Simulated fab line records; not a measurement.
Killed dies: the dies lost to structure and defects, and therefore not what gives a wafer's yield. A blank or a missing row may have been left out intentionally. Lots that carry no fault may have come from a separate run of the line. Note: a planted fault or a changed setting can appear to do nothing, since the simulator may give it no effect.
A struck lot beside a sound one ; flow sky130 ; 27 steps out of a route of 708
Sound: the wafers L309.1, L309.4, L309.6. Struck: wafer L316.3 (left out: L316.1, a lot-mate that was not struck); the cause follows at the end.
Per side, at each step with rows, come the tool, then ch with its chambers, and then its first start. Under that, the readings that differ: sound wafers ; struck wafers ; difference of the means ; sigmas: that difference in standard deviations of wafers without a fault.
alike: readings with means less than 2 such deviations apart, plus words and numbers identical on both sides. not compared: withheld readings, readings lacking a value on some wafer, bounds such as >300 that could conceal the same value, and numbers that have no deviation in the record and whose values overlap.
Wherever a step has rows on one side only, a row that says differs or no value, or a row with sigmas, the two part there. Numbers that have no deviation but don't overlap get no sigmas and don't part them. A reading that every wafer of one side lacks parts them only if that side has two wafers or more.

first, 2 steps without rows for these wafers: SKY_LDD_LDN_PEB_05; SKY_LDD_LDN_DEVELOP_06 (develop time 60 s).
SKY_LDD_LDN_OVL_MEAS_07:
  sound on overlay-02 at day 25 13:28; struck on overlay-02 at day 27 00:03
  alike: LDD_LDN_OVL
then, 4 steps without rows for these wafers: SKY_LDD_LDN_IMPLANT_08; SKY_LDD_LDN_IMPLANT_09; SKY_LDD_LDN_IMPLANT_10; SKY_LDD_LDN_IMPLANT_11.
SKY_LDD_LDN_STRIP_12: strips in O2/N2.
  sound on plasma-asher-03 ch 0,1, day 25 14:07; struck on plasma-asher-04 ch 1, day 27 00:41
  alike: chamber-pressure-mTorr, drypump-motor-current-A, oes-product-au, strip-time-to-endpoint-s
  not compared: rf-hours-counter-h
SKY_LDD_LDN_TW_MEAS_13:
  sound on film-metro-02 at day 25 14:13; struck on film-metro-02 at day 27 00:47
reading;sound;struck;difference;sigmas
LDD_LDN_TW;1483 1483 1484;1465;-18;-2
then, 2 steps without rows for these wafers: SKY_LDD_LDN_CLEAN_14 (cleans in SC1/SC2, time 150 s); SKY_SPACER_CVD_00 (deposits Si3N4 from DCS/NH3, target thk 43.1 nm, time 740 s).
SKY_SPACER_THK_MEAS_01:
  sound on film-metro-04 at day 25 15:35; struck on film-metro-01 at day 27 02:47
reading;sound;struck;difference;sigmas
SPACER_CVD_00_THK (nm);44.1 43.9 43.6;42.7;-1.2;-2
SKY_SPACER_ETCHBACK_02: etches Si3N4 in CH3F/O2, stops on SiO2, time 46.7 s, target depth 45 nm.
  sound on rie-diel-01 ch 0,1,2, day 25 15:39; struck on rie-diel-01 ch 1, day 27 02:51
reading;sound;struck;difference;sigmas
oes-product-au (a.u.);0.866 0.861 0.862;0.717;-0.146;-21
run-length-s (s);75.2 75.3 75.3;95.2;+19.9;+46
throttle-valve-pct (%);10.554 10.584 10.549;10.542;-0.020;-2
model.SiO2_of_SONOS_ONO_CVD_04.thk-nm (nm);4.349 4.338 4.224;2.133;-2.171;
  alike: chamber-pressure-mTorr, drypump-motor-current-A
  not compared: rf-hours-counter-h
then, 8 steps without rows for these wafers: SKY_POLY_CUT_DEHYDRATE_00 (time 60 s); SKY_POLY_CUT_HMDS_01 (prime time 60 s); SKY_POLY_CUT_COAT_02 (resist thk 60 nm); SKY_POLY_CUT_COAT_03 (resist thk 450 nm); SKY_POLY_CUT_SOFTBAKE_04 (time 90 s); SKY_POLY_CUT_EXPOSE_05 (exposes mask NPCM, target cd 270 nm); SKY_POLY_CUT_PEB_06; SKY_POLY_CUT_DEVELOP_07 (develop time 60 s).
SKY_POLY_CUT_CD_MEAS_08: the cd target is 270 nm.
  sound on cd-sem-01 at day 26 20:46; struck on cd-sem-02 at day 28 07:43
  alike: cd-nm
SKY_POLY_CUT_OVL_MEAS_09:
  sound on overlay-01 at day 26 20:53; struck on overlay-02 at day 28 07:50
  alike: POLY_CUT_OVL
SKY_POLY_CUT_ETCH_10: etches BARC in N2/H2, stops on SiO2, time 45.9 s, target depth 60 nm.
  sound on rie-diel-02 ch 0,1,2, day 26 20:55; struck on rie-diel-02 ch 3, day 28 07:52
  alike: chamber-pressure-mTorr, drypump-motor-current-A, oes-product-au, throttle-valve-pct
  not compared: rf-hours-counter-h
SKY_POLY_CUT_ETCH_11: etches Si3N4 in CF4/CH2F2/Ar, stops on poly-Si, time 42.5 s, target depth 60 nm.
  sound on rie-diel-02 ch 0,1,2, day 26 20:58; struck on rie-diel-02 ch 3, day 28 07:55
reading;sound;struck;difference;sigmas
oes-product-au (a.u.);0.824 0.834 0.838;0.785;-0.047;-7
throttle-valve-pct (%);14.985 14.994 14.987;15.012;+0.023;+2
model.etch.depth-nm (nm);60.72 61.73 61.93;55.94;-5.52;
model.POLY_CUT.feature-depth-nm (nm);60.72 61.73 61.93;55.94;-5.52;
  alike: chamber-pressure-mTorr, drypump-motor-current-A
  not compared: rf-hours-counter-h
SKY_POLY_CUT_STRIP_12: strips in O2/N2.
  sound on plasma-asher-02 ch 0,1, day 26 21:00; struck on plasma-asher-04 ch 1, day 28 07:57
  alike: chamber-pressure-mTorr, drypump-motor-current-A, oes-product-au, strip-time-to-endpoint-s
  not compared: rf-hours-counter-h
-- record jumps: 21 days separate the struck wafers' starts on either side; left off in module POLY_CUT, taken up again in module PAD_OPEN, whose first shown step is the route's number 708 --
SKY_PAD_OPEN_PROBE_99:
  sound on prober-01 at day 47 20:44; struck on prober-02 at day 48 21:41
reading;sound;struck;difference;sigmas
killed-at-front-end;10 9 12;20;+10;+2
model.etest.pfet_01v8.r-on-ohm-um;2948 2922 2906;2707;-218;
model.etest.res-pdiff.line-ohm-um;1354 1370 1372;1227;-138;
model.etest.res-ndiff.line-ohm-um;776.6 774.5 779.1;727.1;-49.6;
model.etest.nfet-g5v0d10v5.r-on-ohm-um;1892 1879 1901;1862;-29;
model.etest.sonos-uncharged.r-on-ohm-um;822.5 810.2 815.9;780.3;-35.9;
model.etest.pfet_01v8.drive-ua-um;189.1 191.1 191.4;214.1;+23.6;
model.etest.nfet_01v8_lvt.drive-ua-um;577.4 580.4 570.3;582.1;+6.1;
model.etest.res-pdiff.rs-ohm-sq;197.4 198.4 200.6;176;-23;
  alike: killed_at_M0_to_M3, killed_at_M4_up, killed-at-contacts, killed-at-other, killed-dies, killed-open, killed-short

WHERE THEY PART
At SKY_LDD_LDN_TW_MEAS_13 first; at SKY_PAD_OPEN_PROBE_99 last (within this record only).

WHY: what had been put in by the simulator
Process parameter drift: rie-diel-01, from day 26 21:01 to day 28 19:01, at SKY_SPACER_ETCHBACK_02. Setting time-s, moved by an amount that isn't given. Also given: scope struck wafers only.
